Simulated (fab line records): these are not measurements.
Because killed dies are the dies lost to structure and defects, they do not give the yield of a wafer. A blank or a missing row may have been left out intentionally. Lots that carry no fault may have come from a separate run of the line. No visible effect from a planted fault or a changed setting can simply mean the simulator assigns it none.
A struck lot beside a sound one :: flow sky130 :: 23 out of 708 route steps
Sound: the wafers L611.3, L611.5, L611.6. Wafers L625.2, L625.3, L625.5 were the ones struck. Last of all comes the cause.
At each step with rows: each side's tool, then ch and its chambers, then its first start. Under that, the readings that differ: sound wafers :: struck wafers :: difference of the means :: sigmas: that difference in standard deviations of wafers without a fault.
alike: same words and numbers on both sides, and readings whose means sit less than 2 such deviations apart. not compared: any withheld reading, any reading some wafer has no value for, any bound like >300 that may hide the same value, and any number with overlapping values for which the record gives no deviation.
The two part at a step that has a row with sigmas, a row that says differs or no value, or rows on one side only. When numbers do not overlap yet have no deviation, they are printed without sigmas and do not part them. Lack of a reading on every wafer of one side parts them only where that side has two or more wafers.

first, 6 steps without rows for these wafers: SKY_VT_ADJUST_LVTN_HMDS_12 (prime time 60 s); SKY_VT_ADJUST_LVTN_COAT_13 (resist thk 1140 nm); SKY_VT_ADJUST_LVTN_SOFTBAKE_14 (time 60 s); SKY_VT_ADJUST_LVTN_EXPOSE_15 (exposes mask HVN STD DERIVED, target cd 600 nm); SKY_VT_ADJUST_LVTN_PEB_16; SKY_VT_ADJUST_LVTN_DEVELOP_17 (develop time 60 s).
SKY_VT_ADJUST_LVTN_OVL_MEAS_18:
  sound: overlay-02 at day 8 14:45; struck: overlay-01 at day 12 12:27
  alike: VT_ADJUST_LVTN_01_OVL
then, 1 step without rows for these wafers: SKY_VT_ADJUST_LVTN_IMPLANT_19.
SKY_VT_ADJUST_LVTN_STRIP_20: strips in O2/N2.
  sound on plasma-asher-03 ch 0,1, day 8 14:58; struck on plasma-asher-03 ch 0,1, day 12 12:38
reading: strip-time-to-endpoint-s (s)
sound: 14.25 14.24 14.28
struck: 14.19 14.17 14.19
difference: -0.07
sigmas: -2
  alike: drypump-motor-current-A, oes-product-au
  not compared: rf-hours-counter-h
SKY_VT_ADJUST_LVTN_TW_MEAS_21:
  sound: film-metro-01 at day 8 15:02; struck: film-metro-01 at day 12 12:44
  alike: VT_ADJUST_LVTN_2_TW
SKY_VT_ADJUST_NCORE_DEHYDRATE_00: time 62.13 s.
  sound on litho-track-02 ch 0, day 9 01:04; struck on litho-track-02 ch 0, day 13 00:11
  alike: heater-power-total-W, plate-sensor-t-centre-C, plate-sensor-t-edge-C
then, 1 step without rows for these wafers: SKY_VT_ADJUST_NCORE_HMDS_01 (prime time 60 s).
SKY_VT_ADJUST_NCORE_COAT_02: resist thk 1140 nm.
  sound on litho-track-02 ch 0, day 9 01:22; struck on litho-track-02 ch 0, day 13 00:29
reading: model.NOVOLAK_of_VT_ADJUST_NCORE_COAT_02.thk-nm (nm)
sound: 1137 1142 1142
struck: 1342 1337 1339
difference: +199
sigmas: 
then, 3 steps without rows for these wafers: SKY_VT_ADJUST_NCORE_SOFTBAKE_03 (time 60 s); SKY_VT_ADJUST_NCORE_EXPOSE_04 (exposes mask LVTN COMPLEMENT THIN, target cd 380 nm); SKY_VT_ADJUST_NCORE_PEB_05.
SKY_VT_ADJUST_NCORE_DEVELOP_06: develop time 60 s.
  sound on litho-track-03 ch 0, day 9 12:02; struck on litho-track-02 ch 0, day 13 12:59
reading: model.NOVOLAK_of_VT_ADJUST_NCORE_COAT_02.thk-nm (nm)
sound: 1137 1141 1142
struck: 1342 1336 1339
difference: +199
sigmas: 
SKY_VT_ADJUST_NCORE_CD_MEAS_07: the cd target is 380 nm.
  sound: cd-sem-01 at day 9 12:11; struck: cd-sem-01 at day 13 13:25
reading: cd-nm (nm)
sound: 379.3 377.3 375.7
struck: 366.8 368.8 368.6
difference: -9.4
sigmas: -4
  not compared: hold
SKY_VT_ADJUST_NCORE_OVL_MEAS_08:
  sound: overlay-01 at day 9 12:16; struck: overlay-02 at day 13 23:13
reading: hold
sound: - - -
struck: await-dispo/9.7h/release await-dispo/9.7h/release await-dispo/9.7h/release
difference: no value on the sound wafers
sigmas: 
  alike: VT_ADJUST_NCORE_OVL
then, 1 step without rows for these wafers: SKY_VT_ADJUST_NCORE_IMPLANT_09.
SKY_VT_ADJUST_NCORE_STRIP_10: strips in O2/N2.
  sound on plasma-asher-01 ch 0,1, day 9 12:29; struck on plasma-asher-01 ch 0,1, day 13 23:29
reading: strip-time-to-endpoint-s (s)
sound: 14.16 14.21 14.20
struck: 16.48 16.39 16.42
difference: +2.24
sigmas: +50
  alike: drypump-motor-current-A, oes-product-au
  not compared: rf-hours-counter-h
SKY_VT_ADJUST_NCORE_TW_MEAS_11:
  sound: film-metro-03 at day 9 12:34; struck: film-metro-01 at day 13 23:36
  alike: VT_ADJUST_NCORE_TW
-- record jumps: 36 days separate the struck wafers' starts on either side; left off in module VT_ADJUST_NCORE, taken up again in module PAD_OPEN, whose first shown step is the route's number 708 --
SKY_PAD_OPEN_PROBE_99:
  sound: prober-02 at day 46 17:26; struck: prober-01 at day 50 09:07
  alike: killed_at_M0_to_M3, killed_at_M4_up, killed-at-contacts, killed-at-front-end, killed-at-other, killed-dies, killed-open, killed-short

== WHERE THEY PART ==
Last at SKY_VT_ADJUST_NCORE_STRIP_10 as far as this record goes, first at SKY_VT_ADJUST_LVTN_STRIP_20. Later steps at which nothing parts them and some readings are alike: SKY_VT_ADJUST_NCORE_TW_MEAS_11, SKY_PAD_OPEN_PROBE_99.

WHY: what the simulator had put in
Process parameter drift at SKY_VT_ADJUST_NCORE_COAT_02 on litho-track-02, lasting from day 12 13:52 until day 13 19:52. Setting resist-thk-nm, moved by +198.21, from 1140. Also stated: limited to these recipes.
